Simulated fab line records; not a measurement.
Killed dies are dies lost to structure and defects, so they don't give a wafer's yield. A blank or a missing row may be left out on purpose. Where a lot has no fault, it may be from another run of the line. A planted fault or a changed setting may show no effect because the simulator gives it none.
Which of the tools did it? ; flow sky130 ; 36 wafers from 12 lots sampled at 5 of the route's 708 steps

## WHAT THE GAUGES SHOWED, per wafer
SKY_VT_ADJUST_LVTN_OVL_MEAS_07.
lot;measured;on;VT_ADJUST_LVTN_OVL (nm)
L963;day 6 22:37;overlay-02;0.8 0.0 0.0
L964;day 7 05:55;overlay-02;0.8 0.9 2.2
L966;day 7 18:43;overlay-01;0.3 -0.6 -0.6
L967;day 8 01:46;overlay-01;0.8 2.1 1.9
L968;day 8 09:01;overlay-02;1.3 2.2 1.8
L969;day 8 17:04;overlay-01;0.3 -1.4 0.8
L970;day 9 15:25;overlay-01;-0.1 2.0 1.7
L971;day 9 18:43;overlay-02;0.5 -0.8 1.8
L974;day 10 05:28;overlay-01;-0.8 1.3 1.3
L975;day 10 08:43;overlay-02;-0.3 -1.4 -0.5
L976;day 10 14:01;overlay-01;0.5 1.0 0.7
L978;day 11 06:07;overlay-02;0.2 1.8 2.3

SKY_VT_ADJUST_LVTN_OVL_MEAS_18.
lot;measured;on;VT_ADJUST_LVTN_01_OVL (nm)
L963;day 7 18:22;overlay-02;-1.5 -1.6 -2.2
L964;day 8 02:19;overlay-02;1.3 -0.8 -0.2
L966;day 8 14:58;overlay-01;-0.5 -1.2 -2.9
L967;day 8 21:37;overlay-01;-1.6 -1.4 0.5
L968;day 9 05:55;overlay-01;1.2 -2.0 1.5
L969;day 9 14:04;overlay-01;-1.5 -1.7 -1.4
L970;day 10 13:40;overlay-02;-2.4 -1.2 0.5
L971;day 10 17:07;overlay-02;-0.6 1.3 -0.4
L974;day 11 04:34;overlay-02;-1.3 -0.7 0.5
L975;day 11 08:13;overlay-02;0.0 2.2 -1.7
L976;day 11 13:52;overlay-01;-2.8 -2.3 -2.5
L978;day 12 06:19;overlay-02;0.9 0.5 0.2

SKY_POLY_GATE_THK_MEAS_21.
lot;measured;on;POLY_GATE_OXIDATION_THK (nm)
L963;day 16 10:32;film-metro-03;4.11 3.99 4.16
L964;day 16 20:25;film-metro-03;4.01 4.01 4.06
L966;day 17 14:26;film-metro-02;3.92 3.98 4.04
L967;day 17 23:24;film-metro-02;3.98 4.00 4.12
L968;day 18 09:20;film-metro-02;4.08 4.05 3.96
L969;day 18 22:27;film-metro-01;4.03 3.93 3.90
L970;day 20 05:24;film-metro-03;4.01 4.04 3.97
L971;day 20 12:26;film-metro-03;4.04 4.08 4.05
L974;day 21 03:35;film-metro-03;6.64 6.58 6.51
L975;day 21 07:19;film-metro-02;4.10 4.05 4.03
L976;day 21 15:26;film-metro-01;6.73 6.71 6.72
L978;day 22 07:30;film-metro-01;4.03 4.04 3.90

## WHICH TOOL RAN EACH LOT (tool, then ch and the chambers of the sampled wafers, then the start)
lot;SKY_GATE_OXIDE_STRIP_13;SKY_POLY_GATE_OXIDATION_20
L963;plasma-asher-03 ch 0,1, day 13 21:27;furnace-02 ch 0, day 16 09:17
L964;plasma-asher-03 ch 0,1, day 14 04:14;furnace-02 ch 0, day 16 19:09
L966;plasma-asher-02 ch 0,1, day 14 20:24;furnace-02 ch 0, day 17 13:11
L967;plasma-asher-02 ch 0,1, day 15 05:46;furnace-01 ch 0, day 17 22:09
L968;plasma-asher-03 ch 0,1, day 15 15:28;furnace-02 ch 0, day 18 08:05
L969;plasma-asher-02 ch 0,1, day 16 04:09;furnace-01 ch 0, day 18 21:12
L970;plasma-asher-01 ch 0,1, day 17 07:24;furnace-01 ch 0, day 20 04:09
L971;plasma-asher-01 ch 0,1, day 17 13:09;furnace-01 ch 0, day 20 11:11
L974;plasma-asher-02 ch 0, day 18 05:18;furnace-01 ch 0, day 21 00:48
L975;plasma-asher-01 ch 0,1, day 18 10:32;furnace-02 ch 0, day 21 06:03
L976;plasma-asher-03 ch 0, day 18 16:09;furnace-01 ch 0, day 21 12:45
L978;plasma-asher-03 ch 1, day 19 08:38;furnace-02 ch 0, day 22 06:15
- SKY_GATE_OXIDE_STRIP_13: strips in O2/N2.
- SKY_POLY_GATE_OXIDATION_20: stabilise 600 s, purge 300 s, target thk 4 nm.

## WHAT THE TOOLS THEMSELVES READ (means of the sampled wafers that have a number; where no wafer has one, the mark that the record gives instead)
SKY_GATE_OXIDE_STRIP_13.
lot;tool;drypump-motor-current-A (A);oes-product-au (a.u.);strip-time-to-endpoint-s (s)
L963;plasma-asher-03;5.89;0.715;14.16
L964;plasma-asher-03;5.70;0.716;14.26
L966;plasma-asher-02;5.55;0.713;14.16
L967;plasma-asher-02;5.54;0.721;14.22
L968;plasma-asher-03;5.70;0.716;14.18
L969;plasma-asher-02;5.54;0.712;14.24
L970;plasma-asher-01;5.83;0.717;14.19
L971;plasma-asher-01;5.81;0.715;14.19
L974;plasma-asher-02;5.45;0.720;14.17
L975;plasma-asher-01;5.63;0.713;14.25
L976;plasma-asher-03;6.04;0.719;14.21
L978;plasma-asher-03;5.54;0.715;14.16

SKY_POLY_GATE_OXIDATION_20.
lot;tool;ox-temp-c (C);ox-temp-c-max;spike-tc-centre-C (C)
L963;furnace-02;850.1;854.9;851.5
L964;furnace-02;850.2;855.7;853.2
L966;furnace-02;850.2;855.2;852.6
L967;furnace-01;850.2;856.9;849.6
L968;furnace-02;850.0;854.5;852.5
L969;furnace-01;849.7;855.5;848.9
L970;furnace-01;850.0;855.4;850.3
L971;furnace-01;850.3;857.1;849.8
L974;furnace-01;849.9;857.0;850.2
L975;furnace-02;850.5;855.1;852.6
L976;furnace-01;849.8;856.2;850.0
L978;furnace-02;849.9;854.9;852.3

## THE ANSWER, worked out from the rows above alone
Rule: what is usual is taken from the lots themselves. Put in order of their means at a reading, lots are off if they are a third of the lots or fewer, leave a main group of 4 or more, and stand apart from it by a gap of 3 or more times the standard deviation of the main group's means; of several such gaps the widest counts. A main group whose means are all the same, to the digits that the tables above print for the reading, isn't used. Also off: a lot with no number at a reading for which 4 or more lots have one. The other lots that the step has rows for count as sound. First the gauges in route order, then the tools' own readings, where a lot's mean is used as printed above. At the first step where some lot is off, the reading lying furthest off is the one used; lots without a number count as furthest.
Off: L974, L976, seen at SKY_POLY_GATE_THK_MEAS_21 (POLY_GATE_OXIDATION_THK). The main group: mean 4.02 nm, standard deviation 0.038.
A tool fits if, at a process step before that reading, it ran every lot that is off, and no sound lot after the first of them. The gauges at SKY_POLY_GATE_THK_MEAS_21 are tried like those tools. One fits: furnace-01 at SKY_POLY_GATE_OXIDATION_20. A fault onset in the window from L971 (day 20 11:11, its last sound lot) to L974 (day 21 00:48, its first lot off) fits.

## WHAT THE SIMULATOR HAD INSERTED
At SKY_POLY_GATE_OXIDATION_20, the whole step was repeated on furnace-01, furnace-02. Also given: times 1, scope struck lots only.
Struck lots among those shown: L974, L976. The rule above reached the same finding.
